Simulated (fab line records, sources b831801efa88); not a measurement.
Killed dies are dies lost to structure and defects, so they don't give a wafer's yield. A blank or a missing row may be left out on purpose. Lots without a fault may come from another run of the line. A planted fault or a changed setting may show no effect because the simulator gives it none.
A struck lot beside a sound one | flow sky130 | 15 steps out of a route of 708
Sound: wafers L636.1, L636.5, L636.6. Struck: wafer L624.2. (L624.1, L624.3 of the same lot were not struck and are left out.) The cause comes at the end.
At each step with rows: each side's tool, then ch and its chambers, then its first start. Under that, the readings that differ: sound wafers | struck wafers | difference of the means | sigmas: that difference in standard deviations of wafers without a fault.
alike: readings whose means differ by less than 2 such deviations, and words and numbers that are the same on both sides. not compared: withheld readings, readings that some wafer has no value for, bounds like >300 that may hide the same value, and numbers for which the record gives no deviation and whose values overlap.
The two part at a step that has a row with sigmas, a row that says differs or no value, or rows on one side only. Numbers that don't overlap but have no deviation are shown without sigmas and don't part them. A reading that every wafer of one side lacks parts them only if that side has two wafers or more.

first, 4 steps without rows for these wafers: SKY_LI_CONTACT_SOFTBAKE_08 (time 90 s); SKY_LI_CONTACT_EXPOSE_09 (exposes mask LICM1, target cd 170 nm); SKY_LI_CONTACT_PEB_10; SKY_LI_CONTACT_DEVELOP_11 (develop time 60 s).
SKY_LI_CONTACT_CD_MEAS_12: target cd 170 nm.
  sound on cd_sem-01, day 36 12:27; struck on cd_sem-01, day 32 00:51
  alike: cd_nm
SKY_LI_CONTACT_OVL_MEAS_13:
  sound on overlay-01, day 36 12:34; struck on overlay-01, day 32 00:58
  alike: LI_CONTACT_OVL
SKY_LI_CONTACT_ETCH_14: etches BARC in N2/H2, stops on SiO2, time 45.9 s, target depth 60 nm.
  sound on rie_diel-02 ch 1,2,3, day 36 12:37; struck on rie_diel-01 ch 1, day 32 01:01
  alike: drypump_motor_current_A, h2_flow_sccm, oes_product_au, rf_fwd_power_W, throttle_valve_pct
  not compared: rf_hours_counter_h
SKY_LI_CONTACT_ETCH_15: etches PSG in C4F8/O2/Ar, stops on Si, target depth 600 nm.
  sound on rie_diel-02 ch 1,2,3, day 36 12:39; struck on rie_diel-01 ch 1, day 32 01:03
  alike: oes_product_au, rf_fwd_power_W
SKY_LI_CONTACT_STRIP_16: strips in O2/N2.
  sound on plasma_asher-03 ch 0,1, day 36 12:44; struck on plasma_asher-02 ch 0, day 32 01:08
  alike: drypump_motor_current_A, oes_product_au, strip_time_to_endpoint_s
  not compared: rf_hours_counter_h
then, 2 steps without rows for these wafers: SKY_LI_CONTACT_CLEAN_17 (cleans in NMP, time 600 s); SKY_LI_CONTACT_PRE_CLEAN_18 (time 5.6 s).
SKY_LI_CONTACT_SPUTTER_19: material Ti, target thk 20 nm, time 106.37 s.
  sound on pvd_sputter-04, day 36 13:02; struck on pvd_sputter-04, day 32 01:26
  alike: throttle_valve_pct
SKY_LI_CONTACT_SPUTTER_20: material TiN, target thk 20 nm, time 80 s.
  sound on pvd_sputter-04, day 36 13:06; struck on pvd_sputter-04, day 32 01:30
  reading                                        | sound             | struck | difference | sigmas
  model.TiN_of_LI_CONTACT_SPUTTER_20.thk_nm (nm) | 20.03 20.25 20.08 | 19.03  | -1.09      |
  alike: throttle_valve_pct
SKY_LI_CONTACT_CVD_21: deposits W, target thk 400 nm, time 120.56 s.
  sound on cvd_w-02 ch 0,1, day 36 13:10; struck on cvd_w-01 ch 1, day 32 01:34
  alike: heater_power_w
-- the record jumps here: 16 days lie between the struck wafers' starts before and after (it left off in module LI_CONTACT and takes up again in module PAD_OPEN, whose first step shown is number 708 of the route) --
SKY_PAD_OPEN_PROBE_99:
  sound on prober-01, day 51 13:28; struck on prober-01, day 48 12:04
  reading            | sound    | struck | difference | sigmas
  killed_at_contacts | 23 30 31 | 18     | -10        | -2
  alike: killed_at_M0_to_M3, killed_at_M4_up, killed_at_front_end, killed_at_other, killed_dies, killed_on_rim, killed_open, killed_short

WHERE THEY PART
Only at SKY_PAD_OPEN_PROBE_99, within this record.

WHY: what the simulator had put in
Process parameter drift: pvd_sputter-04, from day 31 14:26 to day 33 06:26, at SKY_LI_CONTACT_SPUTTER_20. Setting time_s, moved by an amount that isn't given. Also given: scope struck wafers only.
